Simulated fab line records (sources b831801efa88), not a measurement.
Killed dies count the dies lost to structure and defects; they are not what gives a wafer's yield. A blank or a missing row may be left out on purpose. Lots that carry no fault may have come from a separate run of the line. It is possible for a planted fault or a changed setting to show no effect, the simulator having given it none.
2 desks looking at one fault || flow sky130 || each desk holds nothing but its own numbers, with what lay behind them at the end

== THE METROLOGY DESK ==
What the gauges read for every lot (on any tool): the sampled wafers with a number, averaged. If a lot's mean is further than 4 standard deviations from the usual mean, the lot is out of limits and carries the mark OUT (the distance appears in the brackets).
Columns: A = VT_ADJUST_PCH_TW at SKY_VT_ADJUST_PCH_TW_MEAS_10, usual 141.9; B = cdNm at SKY_SONOS_TUNNEL_CD_MEAS_07, usual 410.3 nm; C = SONOS_TUNNEL_OVL at SKY_SONOS_TUNNEL_OVL_MEAS_08, usual -0.7 nm
{"lot": "L184", "first seen here": "day 11 08:12", "A": 142.2, "B": 407.7, "C": -2.3}
{"lot": "L191", "first seen here": "day 13 11:33", "A": 141.7, "B": 409.7, "C": -3.5}
{"lot": "L197", "first seen here": "day 15 17:05", "A": 141.5, "B": 409.5, "C": -0.3}
{"lot": "L198", "first seen here": "day 15 19:56", "A": 141.1, "B": 408.7, "C": 2.8}
{"lot": "L199", "first seen here": "day 16 07:23", "A": 141.1, "B": 412.5, "C": -0.4}
{"lot": "L201", "first seen here": "day 17 04:04", "A": 140.6, "B": 413.6, "C": 0.1}
Finding of this desk: none of the 6 lots has anything out of limits.

== TOOL OWNER'S DESK, implanter-02 ==
The tool's own readings at SKY_SONOS_TUNNEL_IMPLANT_09, given as means over the sampled wafers that have a number, one for each lot that went through this tool. If a lot's mean is further than 4 standard deviations from the usual mean, the lot is out of limits and carries the mark OUT (the distance appears in the brackets).
Columns: A = beamEnergyKeV at SKY_SONOS_TUNNEL_IMPLANT_09, usual 20.001
{"lot": "L191", "first seen here": "day 14 13:05", "A": 20.002}
{"lot": "L197", "first seen here": "day 16 20:52", "A": 20.000}
{"lot": "L198", "first seen here": "day 17 00:44", "A": "17.982 (-99 or more) OUT"}
{"lot": "L201", "first seen here": "day 18 10:05", "A": "17.974 (-99 or more) OUT"}
Finding of this desk: L198, L201 out of limits; the first was L198 at day 17 00:44, on beamEnergyKeV at SKY_SONOS_TUNNEL_IMPLANT_09. Within limits: L191, L197.

== BROUGHT TOGETHER ==
An alarm could have come from the tool owner's desk at day 17 00:44, on L198, L201.
At the metrology desk, nothing out of limits was observed.
The metrology desk has L198, L201 on record, within its limits.
Of the lots named, all ran SKY_SONOS_TUNNEL_IMPLANT_09 on implanter-02.

== WHAT WAS PUT IN BY THE SIMULATOR ==
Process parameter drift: implanter-02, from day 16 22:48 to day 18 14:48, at SKY_SONOS_TUNNEL_IMPLANT_09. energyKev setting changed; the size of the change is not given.
Shown lots that were struck: L198, L201.
How many hours passed from the start of the fault until each desk's first out-of-limits reading: the tool owner's desk, 2.
